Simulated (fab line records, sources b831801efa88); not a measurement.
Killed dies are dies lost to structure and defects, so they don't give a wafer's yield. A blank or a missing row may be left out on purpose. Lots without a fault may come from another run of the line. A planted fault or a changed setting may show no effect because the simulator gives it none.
Chamber matching | flow sky130 | SKY_LI_CONTACT_ETCH_15 on rie_diel-03: 4 sister chambers
The step etches PSG in C4F8/O2/Ar, stops on Si, target depth 600 nm. 8 wafers are shown with their chamber, then 8 later ones without.

WAFERS WITH THEIR CHAMBER
wafer  | chamber | rf_fwd_power_W (W) | oes_product_au (a.u.)
L079.1 | 3       | 1495               | 0.831
L079.6 | 2       | 1489               | 0.838
L081.4 | 2       | 1483               | 0.827
L082.4 | 0       | 1492               | 0.846
L085.1 | 0       | 1492               | 0.830
L085.3 | 1       | 1494               | 0.830
L085.4 | 3       | 1493               | 0.826
L084.3 | 1       | 1483               | 0.824

WAFERS WITHOUT THEIR CHAMBER
wafer  | rf_fwd_power_W (W) | oes_product_au (a.u.)
L084.5 | 1484               | 0.827
L084.6 | 1498               | 0.829
L092.1 | 1491               | 0.826
L092.3 | 1492               | 0.835
L092.5 | 1487               | 0.837
L095.2 | 1495               | 0.838
L095.4 | 1495               | 0.830
L095.5 | 1497               | 0.823

WHICH CHAMBER EACH WENT THROUGH
wafer  | from the rows above               | in truth
L084.5 | can't be placed: 2 or 1 or 3 or 0 | 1
L084.6 | can't be placed: 3 or 0 or 1 or 2 | 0
L092.1 | can't be placed: 1 or 3 or 2 or 0 | 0
L092.3 | can't be placed: 0 or 3 or 1 or 2 | 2
L092.5 | can't be placed: 2 or 0 or 1 or 3 | 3
L095.2 | can't be placed: 0 or 3 or 1 or 2 | 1
L095.4 | can't be placed: 3 or 0 or 1 or 2 | 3
L095.5 | can't be placed: 3 or 1 or 0 or 2 | 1
Placed correctly: 0 of 8. Can't be placed from these rows: 8 (the true chamber is among the candidates in 8). Placed wrongly: 0.
How it was worked out, from the rows above alone: a wafer's distance from a chamber is the root of the sum, over the readings, of the square of ((its reading less the chamber's mean) divided by the reading's scatter). The wafer belongs to the nearest chamber; if the next one is less than 2 further off, it can't be placed. A chamber's mean is the mean of its shown wafers. The scatter: the root of (the sum of the squares of (reading less its chamber's mean) over the shown wafers, divided by (wafers less chambers)).
